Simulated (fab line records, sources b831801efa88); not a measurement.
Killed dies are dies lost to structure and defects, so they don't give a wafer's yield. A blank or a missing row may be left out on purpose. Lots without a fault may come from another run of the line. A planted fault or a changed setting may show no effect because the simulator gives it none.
fab line records | flow sky130
record lots=6 wafers=18 last_day=49
route steps=708 shown DNWELL@41 PWDE@45 NWELL@56 PAD_OPEN@708
lots that met no fault: from a run of the same line without faults
start_h: hours from the record's first day to the start of the lot's first wafer shown | wait_h: hours since the lot's step before | " the same as in the row above | L1.1+2: a row that stands for several wafers | - no value, or no start given | * or withheld: withheld | < > ~ a bound
route shown NAME@n: a module of which the file shows steps, and the number in the route of the first | usual: mean/standard deviation of fault-free wafers | same: alike in all rows | chamber/n: place in a boat | sites: the reading at each site | _std_site: their standard deviation | _edge_site: outer sites' mean less inner sites' | radius_mm: how far each site lies from the wafer's centre | mask NAME#n: copy n | behind: the tool/chamber that last shaped the wafer | hold: why the lot was held/for how many hours/how that ended | device: the transistor (n, p or np) that didn't switch | end of line: the same wafers' tests at the end of the route | a step without rows: its recipe alone | killed: dies lost to structure and defects at the first sort, not the wafer's yield | map: a wafer's dies, x killed, . not, _ none there
set.NAME: the setting as run; set.NAME@STEP: as run at that earlier step | model.NAME: the simulator's own value behind a step, which no gauge read
lots at some steps of the route; a table a step, a row a wafer
services: from which hour (start_h, from the record's first day; less than 0 if before it) a tool's chamber was out of use, for how many hours, and why
## steps
# step SKY_DNWELL_DEVELOP_06
# recipe wall_angle_deg=90 developer=TMAH develop_time_s=60 dev_temp_c=23
# step SKY_DNWELL_IMPLANT_07
# recipe species=P energy_kev=withheld dose_cm2=withheld tilt_deg=withheld
# step SKY_DNWELL_STRIP_08
# recipe chemistry=O2/N2 power_w=1400 pressure_mtorr=1500 platen_temp_c=withheld o2_flow_sccm=3000 n2_flow_sccm=300 overash_fraction=0.5
# usual drypump_motor_current_A=5.5/0.44 oes_product_au=0.723/0.0047 strip_time_to_endpoint_s=36.88/0.1
# columns lot.wafer tool chamber start_h wait_h drypump_motor_current_A oes_product_au rf_hours_counter_h strip_time_to_endpoint_s
L427.3 plasma_asher-04 1 69.42 0.1 5.1 0.720 - 36.96
L427.4 " 0 " " 5.2 0.721 - 36.95
L427.6 " 0 " " 5.2 0.732 - 37.00
L429.2 plasma_asher-02 0 78.95 0.1 6.3 0.729 39 36.73
L429.5 " 0 " " 6.3 0.730 - 36.71
L429.6 " 1 " " 5.1 0.721 - 36.73
L432.1 plasma_asher-04 1 96.84 0.1 5.1 0.727 42 36.89
L432.5 " 0 " " 5.2 0.722 - 36.89
L432.6 " 1 " " 5.1 0.726 - 36.97
L440.3 plasma_asher-04 1 138.08 0.1 5.1 0.722 - 36.95
L440.5 " 0 " " 5.2 0.725 - 36.86
L440.6 " 1 " " 5.1 0.711 - 36.90
L443.2 plasma_asher-02 1 157.54 0.1 5.1 0.729 46 36.85
L443.5 " 0 " " 6.2 0.722 - 36.81
L443.6 " 1 " " 5.1 0.723 - 36.87
L444.2 plasma_asher-03 1 160.54 0.1 5.6 0.728 35 36.84
L444.4 " 0 " " 5.7 0.724 - 36.96
L444.5 " 1 " " 5.6 0.724 - 36.87
# step SKY_DNWELL_TW_MEAS_09
# usual DNWELL_TW=1114/11
# columns lot.wafer tool chamber start_h wait_h DNWELL_TW
L427.3 film_metro-02 - 69.51 0.1 1101
L427.4 " - " " 1098
L427.6 " - " " 1092
L429.2 film_metro-03 - 79.06 0.1 1125
L429.5 " - " " 1125
L429.6 " - " " 1123
L432.1 film_metro-02 - 96.94 0.1 1101
L432.5 " - " " 1098
L432.6 " - " " 1103
L440.3 film_metro-02 - 138.17 0.1 1106
L440.5 " - " " 1103
L440.6 " - " " 1105
L443.2 film_metro-02 - 157.65 0.1 1102
L443.5 " - " " 1094
L443.6 " - " " 1095
L444.2 film_metro-02 - 160.65 0.1 1099
L444.4 " - " " 1100
L444.5 " - " " 1102
# step SKY_PWDE_DEHYDRATE_00
# recipe temp_c=200 time_s=60
# step SKY_PWDE_HMDS_01
# recipe prime_time_s=60 prime_temp_c=120
# step SKY_PWDE_COAT_02
# recipe spin_rpm=2000 resist_thk_nm=3000
# step SKY_PWDE_SOFTBAKE_03
# recipe temp_c=110 time_s=withheld
# step SKY_PWDE_EXPOSE_04
# recipe mask_id=PWDEM na=0.6 source_shape=conventional sigma_outer=0.6 polarization=unpolarized target_cd_nm=840 dose_mj=214
# step SKY_PWDE_PEB_05
# recipe temp_c=115 time_s=withheld
# step SKY_PWDE_DEVELOP_06
# recipe wall_angle_deg=90 developer=TMAH develop_time_s=60 dev_temp_c=23
# step SKY_PWDE_OVL_MEAS_07
# usual PWDE_OVL=0.7/1.3
# columns lot.wafer tool chamber start_h wait_h PWDE_OVL[nm]
L427.3 overlay-01 - 86.10 - 1.1
L427.4 " - " " 0.2
L427.6 " - " " -0.1
L429.2 overlay-01 - 95.94 - 2.4
L429.5 " - " " 2.7
L429.6 " - " " 1.2
L432.1 overlay-02 - 113.95 - -1.0
L432.5 " - " " -0.2
L432.6 " - " " 0.3
L440.3 overlay-02 - 157.42 - -1.1
L440.5 " - " " 0.5
L440.6 " - " " 0.8
L443.2 overlay-01 - 175.71 - 3.4
L443.5 " - " " 2.7
L443.6 " - " " 3.2
L444.2 overlay-02 - 179.00 - -1.4
L444.4 " - " " 0.8
L444.5 " - " " -1.5
# step SKY_PWDE_IMPLANT_08
# recipe species=B energy_kev=150 dose_cm2=3.6e+12 tilt_deg=withheld
# usual beam_energy_keV=150.01/0.047
# columns lot.wafer tool chamber start_h wait_h beam_energy_keV model.implant.rp_nm model.implant.drp_nm
L427.3 implanter-04 0 86.17 0.1 149.95 428.9 97.97
L427.4 " 0 " " 150.03 428.9 97.97
L427.6 " 0 " " 149.99 428.9 97.97
L429.2 implanter-04 0 96.00 0.0 127.98 397.9 92.22
L429.5 " 0 " " 128.04 397.9 92.22
L429.6 " 0 " " 127.99 397.9 92.22
L432.1 implanter-04 0 113.99 0.0 127.99 389.9 92.22
L432.5 " 0 " " 128.00 389.9 92.22
L432.6 " 0 " " 128.02 389.9 92.22
L440.3 implanter-02 0 157.49 0.1 149.95 445.2 97.97
L440.5 " 0 " " 150.01 445.2 97.97
L440.6 " 0 " " 149.98 445.2 97.97
L443.2 implanter-02 0 175.76 0.0 149.99 442.7 97.97
L443.5 " 0 " " 149.91 442.7 97.97
L443.6 " 0 " " 149.93 442.7 97.97
L444.2 implanter-01 0 179.06 0.0 150.00 423.4 97.97
L444.4 " 0 " " 150.08 423.4 97.97
L444.5 " 0 " " 150.00 423.4 97.97
# step SKY_PWDE_STRIP_09
# recipe chemistry=O2/N2 power_w=1400 pressure_mtorr=1500 platen_temp_c=withheld o2_flow_sccm=3000 n2_flow_sccm=300 overash_fraction=0.5
# usual drypump_motor_current_A=5.7/0.45 oes_product_au=0.722/0.0042 strip_time_to_endpoint_s=36.88/0.12
# columns lot.wafer tool chamber start_h wait_h drypump_motor_current_A oes_product_au rf_hours_counter_h strip_time_to_endpoint_s
L427.3 plasma_asher-01 0 86.31 0.1 5.3 0.720 - 36.83
L427.4 " 1 " " 6.2 0.724 - 36.65
L427.6 " 0 " " 5.3 0.724 - 36.67
L429.2 plasma_asher-02 1 96.12 0.1 5.1 0.725 40 36.79
L429.5 " 1 " " 5.1 0.717 - 36.78
L429.6 " 0 " " 6.2 0.722 - 36.82
L432.1 plasma_asher-02 1 114.14 0.1 5.1 0.716 42 36.73
L432.5 " 0 " " 6.3 0.725 - 36.74
L432.6 " 1 " " 5.1 0.727 - 36.69
L440.3 plasma_asher-01 1 157.62 0.1 6.2 0.719 - 36.79
L440.5 " 1 " " 6.2 0.723 - 36.76
L440.6 " 0 " " 5.3 0.730 - 36.65
L443.2 plasma_asher-02 1 175.89 0.1 5.1 0.725 48 37.02
L443.5 " 0 " " 6.2 0.722 - 36.84
L443.6 " 1 " " 5.1 0.719 - 36.99
L444.2 plasma_asher-03 0 179.18 0.1 5.7 0.726 37 36.92
L444.4 " 1 " " 5.6 0.725 - 36.86
L444.5 " 1 " " 5.6 0.723 - 37.08
# step SKY_PWDE_TW_MEAS_10
# usual PWDE_TW=373/3.5
# columns lot.wafer tool chamber start_h wait_h PWDE_TW
L427.3 film_metro-03 - 86.39 0.1 378
L427.4 " - " " 376
L427.6 " - " " 377
L429.2 film_metro-03 - 96.23 0.1 371
L429.5 " - " " 373
L429.6 " - " " 372
L432.1 film_metro-02 - 114.24 0.1 365
L432.5 " - " " 367
L432.6 " - " " 365
L440.3 film_metro-03 - 157.71 0.1 375
L440.5 " - " " 375
L440.6 " - " " 374
L443.2 film_metro-02 - 176.00 0.1 371
L443.5 " - " " 368
L443.6 " - " " 368
L444.2 film_metro-03 - 179.29 0.1 378
L444.4 " - " " 378
L444.5 " - " " 377
# step SKY_NWELL_DEHYDRATE_03
# recipe temp_c=200 time_s=60
# step SKY_NWELL_HMDS_04
# recipe prime_time_s=60 prime_temp_c=120
# step SKY_NWELL_COAT_05
# recipe spin_rpm=2000 resist_thk_nm=3000
# step SKY_NWELL_SOFTBAKE_06
# recipe temp_c=110 time_s=withheld
# step SKY_NWELL_EXPOSE_07
# recipe mask_id=NWM na=0.6 source_shape=conventional sigma_outer=0.6 polarization=unpolarized target_cd_nm=840 dose_mj=255
# step SKY_NWELL_PEB_08
# recipe temp_c=115 time_s=withheld
# step SKY_NWELL_DEVELOP_09
# recipe wall_angle_deg=90 developer=TMAH develop_time_s=60 dev_temp_c=23
# step SKY_NWELL_OVL_MEAS_10
# usual NWELL_00_OVL=0.0/1.7
# columns lot.wafer tool chamber start_h wait_h NWELL_00_OVL[nm]
L427.3 overlay-01 - 103.55 - -0.3
L427.4 " - " " -1.4
L427.6 " - " " -0.4
L429.2 overlay-02 - 113.61 - -1.9
L429.5 " - " " -2.0
L429.6 " - " " -1.0
L432.1 overlay-02 - 132.89 - -0.9
L432.5 " - " " -2.3
L432.6 " - " " -2.0
L440.3 overlay-01 - 175.45 - 0.7
L440.5 " - " " 0.9
L440.6 " - " " 0.8
L443.2 overlay-01 - 196.69 - 0.0
L443.5 " - " " -1.1
L443.6 " - " " -0.8
L444.2 overlay-01 - 200.54 - -2.6
L444.4 " - " " -2.3
L444.5 " - " " -0.9
# step SKY_NWELL_IMPLANT_11
# recipe species=P energy_kev=400 dose_cm2=1.9e+13 tilt_deg=withheld
# step SKY_NWELL_IMPLANT_12
# recipe species=P energy_kev=120 dose_cm2=1.3e+12 tilt_deg=withheld
# step SKY_NWELL_IMPLANT_13
# recipe species=P energy_kev=50 dose_cm2=7e+11 tilt_deg=withheld
# step SKY_NWELL_STRIP_14
# recipe chemistry=O2/N2 power_w=1400 pressure_mtorr=1500 platen_temp_c=withheld o2_flow_sccm=3000 n2_flow_sccm=300 overash_fraction=0.5
# usual drypump_motor_current_A=5.6/0.35 oes_product_au=0.722/0.0043 strip_time_to_endpoint_s=36.86/0.092
# columns lot.wafer tool chamber start_h wait_h drypump_motor_current_A oes_product_au rf_hours_counter_h strip_time_to_endpoint_s
L427.3 plasma_asher-01 1 104.06 0.1 6.1 0.723 - 36.84
L427.4 " 0 " " 5.3 0.726 - 36.78
L427.6 " 1 " " 6.1 0.724 - 36.78
L429.2 plasma_asher-03 1 114.09 0.1 5.6 0.720 31 36.64
L429.5 " 1 " " 5.6 0.720 - 36.72
L429.6 " 0 " " 5.7 0.722 - 36.72
L432.1 plasma_asher-01 0 133.37 0.1 5.3 0.712 1 36.91
L432.5 " 0 " " 5.3 0.724 - 36.86
L432.6 " 1 " " 6.1 0.729 - 36.89
L440.3 plasma_asher-04 1 175.96 0.1 5.2 0.723 - 36.85
L440.5 " 0 " " 5.3 0.724 - 36.89
L440.6 " 1 " " 5.1 0.725 - 36.84
L443.2 plasma_asher-03 1 197.17 0.1 5.6 0.721 39 36.92
L443.5 " 0 " " 5.7 0.719 - 36.81
L443.6 " 1 " " 5.6 0.726 - 36.81
L444.2 plasma_asher-01 1 201.02 0.1 6.2 0.719 8 36.82
L444.4 " 1 " " 6.2 0.725 - 36.92
L444.5 " 0 " " 5.3 0.720 - 36.83
# step SKY_NWELL_TW_MEAS_15
# usual NWELL_TW=1822/16
# columns lot.wafer tool chamber start_h wait_h NWELL_TW
L427.3 film_metro-04 - 104.14 0.1 1823
L427.4 " - " " 1814
L427.6 " - " " 1826
L429.2 film_metro-04 - 114.20 0.1 1816
L429.5 " - " " 1807
L429.6 " - " " 1816
L432.1 film_metro-04 - 133.47 0.1 1822
L432.5 " - " " 1831
L432.6 " - " " 1823
L440.3 film_metro-03 - 176.04 0.1 1839
L440.5 " - " " 1846
L440.6 " - " " 1844
L443.2 film_metro-04 - 197.28 0.1 1813
L443.5 " - " " 1832
L443.6 " - " " 1820
L444.2 film_metro-04 - 201.13 0.1 1827
L444.4 " - " " 1835
L444.5 " - " " 1820
# step SKY_NWELL_DEHYDRATE_16
# recipe temp_c=200 time_s=60
# step SKY_NWELL_HMDS_17
# recipe prime_time_s=60 prime_temp_c=120
# step SKY_NWELL_COAT_18
# recipe spin_rpm=2000 resist_thk_nm=3000
# step SKY_NWELL_SOFTBAKE_19
# recipe temp_c=110 time_s=withheld
# step SKY_NWELL_EXPOSE_20
# recipe mask_id=NWM_COMPLEMENT na=0.6 source_shape=conventional sigma_outer=0.6 polarization=unpolarized target_cd_nm=840 dose_mj=260
# step SKY_NWELL_PEB_21
# recipe temp_c=115 time_s=withheld
# step SKY_NWELL_DEVELOP_22
# recipe wall_angle_deg=90 developer=TMAH develop_time_s=60 dev_temp_c=23
# step SKY_NWELL_OVL_MEAS_23
# usual NWELL_01_OVL=0.8/1.6
# columns lot.wafer tool chamber start_h wait_h NWELL_01_OVL[nm]
L427.3 overlay-02 - 122.45 - -1.1
L427.4 " - " " -0.5
L427.6 " - " " -1.0
L429.2 overlay-01 - 132.64 - 1.4
L429.5 " - " " 1.1
L429.6 " - " " 2.6
L432.1 overlay-02 - 152.54 - -0.3
L432.5 " - " " -0.6
L432.6 " - " " -0.4
L440.3 overlay-02 - 197.25 - -1.4
L440.5 " - " " 0.7
L440.6 " - " " 0.0
L443.2 overlay-01 - 218.29 - 1.2
L443.5 " - " " 0.3
L443.6 " - " " -0.7
L444.2 overlay-02 - 223.06 - -0.3
L444.4 " - " " 1.2
L444.5 " - " " 1.6
# step SKY_NWELL_IMPLANT_24
# recipe species=B energy_kev=140 dose_cm2=9.2e+12 tilt_deg=withheld
# step SKY_NWELL_STRIP_25
# recipe chemistry=O2/N2 power_w=1400 pressure_mtorr=1500 platen_temp_c=withheld o2_flow_sccm=3000 n2_flow_sccm=300 overash_fraction=0.5
# usual drypump_motor_current_A=5.5/0.39 oes_product_au=0.723/0.0043 strip_time_to_endpoint_s=36.89/0.11
# columns lot.wafer tool chamber start_h wait_h drypump_motor_current_A oes_product_au rf_hours_counter_h strip_time_to_endpoint_s
L427.3 plasma_asher-01 0 122.66 0.1 5.3 0.720 - 36.89
L427.4 " 1 " " 6.1 0.718 - 36.91
L427.6 " 1 " " 6.1 0.723 - 36.83
L429.2 plasma_asher-04 1 132.82 0.1 5.1 0.721 46 37.16
L429.5 " 0 " " 5.2 0.728 - 37.17
L429.6 " 1 " " 5.1 0.727 - 37.12
L432.1 plasma_asher-03 1 152.72 0.1 5.6 0.725 34 37.00
L432.5 " 0 " " 5.7 0.723 - 36.95
L432.6 " 1 " " 5.6 0.720 - 37.00
L440.3 plasma_asher-04 1 197.46 0.1 5.1 0.725 - 36.92
L440.5 " 1 " " 5.1 0.715 - 37.00
L440.6 " 0 " " 5.2 0.728 - 36.92
L443.2 plasma_asher-04 1 218.47 0.1 5.1 0.721 54 36.82
L443.5 " 0 " " 5.3 0.724 - 36.90
L443.6 " 1 " " 5.1 0.725 - 36.93
L444.2 plasma_asher-04 1 223.24 0.1 5.1 0.726 55 36.90
L444.4 " 0 " " 5.2 0.721 - 36.95
L444.5 " 1 " " 5.1 0.721 - 36.95
# step SKY_NWELL_TW_MEAS_26
# usual NWELL_2_TW=496/4.1
# columns lot.wafer tool chamber start_h wait_h NWELL_2_TW
L427.3 film_metro-04 - 122.74 0.1 498
L427.4 " - " " 497
L427.6 " - " " 500
L429.2 film_metro-03 - 132.93 0.1 499
L429.5 " - " " 500
L429.6 " - " " 499
L432.1 film_metro-03 - 152.82 0.1 498
L432.5 " - " " 501
L432.6 " - " " 499
L440.3 film_metro-04 - 197.54 0.1 495
L440.5 " - " " 496
L440.6 " - " " 499
L443.2 film_metro-02 - 218.58 0.1 490
L443.5 " - " " 489
L443.6 " - " " 493
L444.2 film_metro-03 - 223.35 0.1 497
L444.4 " - " " 500
L444.5 " - " " 496
# step SKY_NWELL_CLEAN_27
# recipe chemistry=SC1/SC2 mix=1:4:20 temp_c=70 time_s=150 dry=n2_spin
# step SKY_NWELL_RTA_28
# recipe temp_c=1050 time_s=30 idle_temp_c=650 ramp_up_c_per_s=150 ramp_down_c_per_s=90 ambient=N2
# usual lamp_power_pct=25.31/0.058 wafer_temp_C_max=1055.0/0.95
# columns lot.wafer tool chamber start_h wait_h lamp_power_pct wafer_temp_C_max
L427.3 rtp_anneal-01 0 123.03 0.0 25.29 1053.8
L427.4 " 0 " " 25.32 1054.1
L427.6 " 0 " " 25.30 1054.3
L429.2 rtp_anneal-01 0 133.05 0.0 25.35 1053.9
L429.5 " 0 " " 25.28 1055.2
L429.6 " 0 " " 25.27 1056.5
L432.1 rtp_anneal-01 0 152.93 0.0 25.42 1053.6
L432.5 " 0 " " 25.17 1055.1
L432.6 " 0 " " 25.27 1053.5
L440.3 rtp_anneal-02 0 197.67 0.0 25.38 1056.0
L440.5 " 0 " " 25.32 1054.4
L440.6 " 0 " " 25.40 1054.5
L443.2 rtp_anneal-01 0 218.70 0.0 25.34 1055.1
L443.5 " 0 " " 25.29 1054.8
L443.6 " 0 " " 25.29 1055.0
L444.2 rtp_anneal-02 0 223.47 0.0 25.28 1055.1
L444.4 " 0 " " 25.29 1054.3
L444.5 " 0 " " 25.24 1055.0
# step SKY_NWELL_RS_MEAS_29
# recipe thk_meas_gauge=four-point-probe
# usual NWELL_RS=624.6/1.9
# columns lot.wafer tool chamber start_h wait_h NWELL_RS[ohm/sq]
L427.3 film_metro-03 - 123.14 0.1 622.2
L427.4 " - " " 623.2
L427.6 " - " " 623.8
L429.2 film_metro-02 - 133.15 0.1 626.2
L429.5 " - " " 625.0
L429.6 " - " " 624.7
L432.1 film_metro-04 - 153.03 0.1 628.9
L432.5 " - " " 627.7
L432.6 " - " " 626.9
L440.3 film_metro-03 - 197.77 0.1 623.5
L440.5 " - " " 622.0
L440.6 " - " " 622.5
L443.2 film_metro-03 - 218.81 0.1 623.9
L443.5 " - " " 623.4
L443.6 " - " " 623.0
L444.2 film_metro-03 - 223.57 0.1 623.0
L444.4 " - " " 621.7
L444.5 " - " " 624.9
# step SKY_NWELL_RS_MEAS_31
# recipe thk_meas_gauge=four-point-probe
# usual PWDE_RS=5278/17
# columns lot.wafer tool chamber start_h wait_h PWDE_RS[ohm/sq]
L427.3 film_metro-03 - 123.38 0.1 5260
L427.4 " - " " 5266
L427.6 " - " " 5266
L429.2 film_metro-02 - 133.39 0.1 5343
L429.5 " - " " 5328
L429.6 " - " " 5334
L432.1 film_metro-04 - 153.27 0.1 5307
L432.5 " - " " 5308
L432.6 " - " " 5304
L440.3 film_metro-03 - 198.01 0.1 5242
L440.5 " - " " 5240
L440.6 " - " " 5240
L443.2 film_metro-03 - 219.05 0.1 5261
L443.5 " - " " 5279
L443.6 " - " " 5259
L444.2 film_metro-03 - 223.81 0.1 5282
L444.4 " - " " 5261
L444.5 " - " " 5273
# step SKY_PAD_OPEN_PROBE_99
# usual killed_at_M0_to_M3=43/6.5 killed_at_M4_up=3.1/1.8 killed_at_contacts=24/5.6 killed_at_front_end=15/4.2 killed_at_other=0.3/0.5 killed_dies=86/8.9 killed_open=47/6.9 killed_short=39/5.9
# same gross_dies=492 killed_at_back_side=0
# columns lot.wafer tool chamber start_h wait_h killed_at_M0_to_M3 killed_at_M4_up killed_at_contacts killed_at_front_end killed_at_other killed_dies killed_open killed_short model.etest.res_p_drift_20v.line_ohm_um model.etest.res_p_drift_20v.rs_ohm_sq
L427.3 prober-02 - 1091.67 0.2 41 1 21 10 1 74 40 34 1.263e+04 1.072e+04
L427.4 prober-02 - 1091.72 0.2 47 5 22 13 0 87 42 45 1.235e+04 1.037e+04
L427.6 prober-02 - 1091.82 0.2 35 4 25 12 0 76 38 38 1.258e+04 1.055e+04
L429.2 prober-01 - 1104.77 0.1 40 3 24 9 1 77 45 32 1.738e+04 1.445e+04
L429.5 prober-01 - 1104.92 0.2 32 2 23 16 0 73 47 26 1.533e+04 1.255e+04
L429.6 prober-01 - 1104.97 0.2 38 2 25 16 0 81 41 40 1.764e+04 1.441e+04
L432.1 prober-02 - 1124.41 0.1 37 2 26 18 0 83 45 38 2.288e+04 1.915e+04
L432.5 prober-02 - 1124.61 0.2 46 4 25 17 0 92 48 44 1.976e+04 1.651e+04
L432.6 prober-02 - 1124.66 0.2 43 2 20 18 1 84 37 47 2.312e+04 1.913e+04
L440.3 prober-02 - 1158.07 0.2 38 3 25 23 0 89 46 43 1.034e+04 8685
L440.5 prober-02 - 1158.17 0.2 38 3 28 21 1 91 42 49 1.23e+04 1.029e+04
L440.6 prober-02 - 1158.22 0.2 38 2 23 25 0 88 48 40 1.04e+04 8743
L443.2 prober-01 - 1176.58 0.1 48 5 29 15 0 97 56 41 1.199e+04 1.006e+04
L443.5 prober-01 - 1176.73 0.2 46 3 26 7 0 82 45 37 1.116e+04 9501
L443.6 prober-01 - 1176.78 0.2 46 2 27 17 0 92 43 49 1.072e+04 8964
L444.2 prober-02 - 1180.51 0.1 37 2 19 16 1 75 40 35 1.188e+04 9786
L444.4 prober-02 - 1180.61 0.2 52 3 28 12 0 95 55 40 1.18e+04 9724
L444.5 prober-02 - 1180.66 0.2 57 2 20 15 0 94 64 30 1.366e+04 1.119e+04
# killed by level:class
L427.3 VIA1:geometric_particle:open=10 CONTACT:geometric_particle:short=6 VIA3:geometric_particle:open=6 LI_CONTACT:geometric_particle:open=5 CONTACT:geometric_particle:open=5 METAL1:geometric_particle:short=5 METAL2:geometric_particle:short=5 VIA2:geometric_particle:open=5
L427.4 VIA1:geometric_particle:open=10 VIA2:geometric_particle:open=8 VIA1:geometric_particle:short=7 CONTACT:geometric_particle:open=6 LOCAL_INTERCONNECT:geometric_particle:short=6 POLY_GATE:geometric_particle:short=5 METAL2:geometric_particle:short=5 LI_CONTACT:geometric_particle:open=4
L427.6 LOCAL_INTERCONNECT:geometric_particle:short=8 CONTACT:geometric_particle:open=7 VIA1:geometric_particle:open=7 VIA1:geometric_particle:short=5 POLY_GATE:geometric_particle:open=4 LI_CONTACT:geometric_particle:open=4 METAL1:geometric_particle:short=4 VIA2:geometric_particle:open=4
L429.2 LI_CONTACT:geometric_particle:open=13 VIA1:geometric_particle:open=8 CONTACT:geometric_particle:open=6 VIA3:geometric_particle:open=6 VIA2:geometric_particle:short=5 METAL1:geometric_particle:short=4 LI_CONTACT:geometric_particle:short=3 METAL2:geometric_particle:short=3
L429.5 VIA3:geometric_particle:open=10 LI_CONTACT:geometric_particle:open=7 FIELD_ISO:geometric_particle:open=6 CONTACT:geometric_particle:open=6 VIA2:geometric_particle:open=6 LI_CONTACT:geometric_particle:short=4 METAL1:geometric_particle:short=4 VIA1:geometric_particle:open=4
L429.6 LI_CONTACT:geometric_particle:open=9 VIA1:geometric_particle:open=7 VIA2:geometric_particle:open=7 FIELD_ISO:geometric_particle:short=6 VIA3:geometric_particle:short=6 FIELD_ISO:geometric_particle:open=5 CONTACT:geometric_particle:open=5 METAL2:geometric_particle:short=4
L432.1 FIELD_ISO:geometric_particle:short=8 VIA2:geometric_particle:open=8 CONTACT:geometric_particle:open=8 LI_CONTACT:geometric_particle:open=7 FIELD_ISO:geometric_particle:open=6 LOCAL_INTERCONNECT:geometric_particle:short=6 VIA1:geometric_particle:open=5 VIA2:geometric_particle:short=5
L432.5 VIA1:geometric_particle:open=14 LI_CONTACT:geometric_particle:open=8 POLY_GATE:geometric_particle:open=7 CONTACT:geometric_particle:short=7 CONTACT:geometric_particle:open=7 METAL2:geometric_particle:short=7 VIA3:geometric_particle:open=6 FIELD_ISO:geometric_particle:short=5
L432.6 VIA3:geometric_particle:short=9 VIA2:geometric_particle:open=7 VIA3:geometric_particle:open=7 LOCAL_INTERCONNECT:geometric_particle:short=5 CONTACT:geometric_particle:open=5 FIELD_ISO:geometric_particle:short=4 FIELD_ISO:geometric_particle:open=4 POLY_GATE:geometric_particle:short=4
L440.3 VIA1:geometric_particle:open=10 CONTACT:geometric_particle:open=8 POLY_GATE:geometric_particle:open=6 CONTACT:geometric_particle:short=6 METAL1:geometric_particle:short=6 LOCAL_INTERCONNECT:geometric_particle:short=5 VIA3:geometric_particle:open=5 FIELD_ISO:geometric_particle:open=4
L440.5 CONTACT:geometric_particle:open=14 VIA1:geometric_particle:open=8 FIELD_ISO:geometric_particle:open=7 METAL1:geometric_particle:short=7 LI_CONTACT:geometric_particle:short=5 CONTACT:geometric_particle:short=5 VIA3:geometric_particle:short=5 METAL2:geometric_particle:short=5
L440.6 CONTACT:geometric_particle:open=13 FIELD_ISO:geometric_particle:short=7 VIA1:geometric_particle:open=7 METAL2:geometric_particle:short=7 FIELD_ISO:geometric_particle:open=6 METAL1:geometric_particle:short=5 POLY_GATE:geometric_particle:short=4 LI_CONTACT:geometric_particle:open=4
L443.2 LI_CONTACT:geometric_particle:open=13 VIA1:geometric_particle:open=11 VIA3:geometric_particle:open=10 CONTACT:geometric_particle:short=6 VIA2:geometric_particle:short=6 METAL2:geometric_particle:short=6 FIELD_ISO:geometric_particle:open=5 CONTACT:geometric_particle:open=5
L443.5 LI_CONTACT:geometric_particle:open=10 CONTACT:geometric_particle:open=10 VIA1:geometric_particle:open=9 VIA1:geometric_particle:short=7 VIA2:geometric_particle:open=7 METAL1:geometric_particle:short=4 METAL2:geometric_particle:short=4 VIA3:geometric_particle:short=4
L443.6 VIA1:geometric_particle:open=11 CONTACT:geometric_particle:open=10 FIELD_ISO:geometric_particle:short=6 METAL1:geometric_particle:short=6 CONTACT:geometric_particle:short=6 VIA2:geometric_particle:open=6 LOCAL_INTERCONNECT:geometric_particle:short=5 VIA3:geometric_particle:open=5
L444.2 VIA1:geometric_particle:open=7 LI_CONTACT:geometric_particle:open=6 CONTACT:geometric_particle:open=6 VIA2:geometric_particle:open=5 VIA3:geometric_particle:open=5 POLY_GATE:geometric_particle:open=4 POLY_GATE:geometric_particle:short=4 LOCAL_INTERCONNECT:geometric_particle:short=4
L444.4 CONTACT:geometric_particle:open=13 VIA1:geometric_particle:open=11 VIA1:geometric_particle:short=7 FIELD_ISO:geometric_particle:short=6 LI_CONTACT:geometric_particle:open=6 VIA3:geometric_particle:open=6 METAL1:geometric_particle:short=5 METAL2:geometric_particle:short=5
L444.5 VIA1:geometric_particle:open=17 VIA3:geometric_particle:open=13 CONTACT:geometric_particle:open=10 VIA1:geometric_particle:short=7 METAL1:geometric_particle:short=6 POLY_GATE:geometric_particle:open=5 VIA2:geometric_particle:open=5 FIELD_ISO:geometric_particle:short=4
## services
# columns tool chamber start_h hours kind
plasma_asher-03 - 57.47 0.9 repair
implanter-01 - 98.75 4.9 pm
plasma_asher-04 - 104.83 1.2 repair
plasma_asher-01 - 108.75 9.0 pm
plasma_asher-01 0 108.75 9.0 vent_cycle
plasma_asher-01 1 108.75 9.0 vent_cycle
plasma_asher-01 0 117.75 - clean
plasma_asher-01 1 117.75 - clean
plasma_asher-03 - 134.59 2.8 pm
implanter-04 - 151.79 1.6 repair
implanter-02 - 158.05 2.7 repair
plasma_asher-02 - 161.01 2.5 repair
implanter-04 - 173.17 3.6 repair
plasma_asher-02 - 177.02 0.9 repair
implanter-02 - 206.39 3.0 pm
plasma_asher-04 - 207.25 3.2 repair
implanter-04 - 216.29 1.8 repair
## key
first_sign step=SKY_PWDE_IMPLANT_08 reading=beam_energy_keV direction=down sigmas=99+ usual=* struck=*
effect step=SKY_NWELL_RS_MEAS_31 reading=PWDE_RS direction=up sigmas=2.5 usual=5278 struck=5321
model_effect step=SKY_PWDE_IMPLANT_08 value=implant.rp_nm without=445.8 struck=393.9
model_effect step=SKY_PAD_OPEN_PROBE_99 value=etest.res_p_drift_20v.line_ohm_um without=1.175e+04 struck=1.935e+04
met_at SKY_PWDE_IMPLANT_08
struck_wafers L429.2,L429.5,L429.6,L432.1,L432.5,L432.6
tester_left_out L429,L432
onset_between 86.17 96.00
fault kind=process_parameter_drift tool=implanter-04 chamber=- onset_h=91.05 steps=SKY_PWDE_IMPLANT_08 channel=energy_kev offset=* shape=step end_h=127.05 acts_in=* stated=*
# tester_left_out: of these lots the tester's yield and bins aren't shown, on N5 and GAA mostly nor the transistor test; their killed dies are dies lost to structure and defects alone, not to doping, threshold or leakage, so they don't give the yield
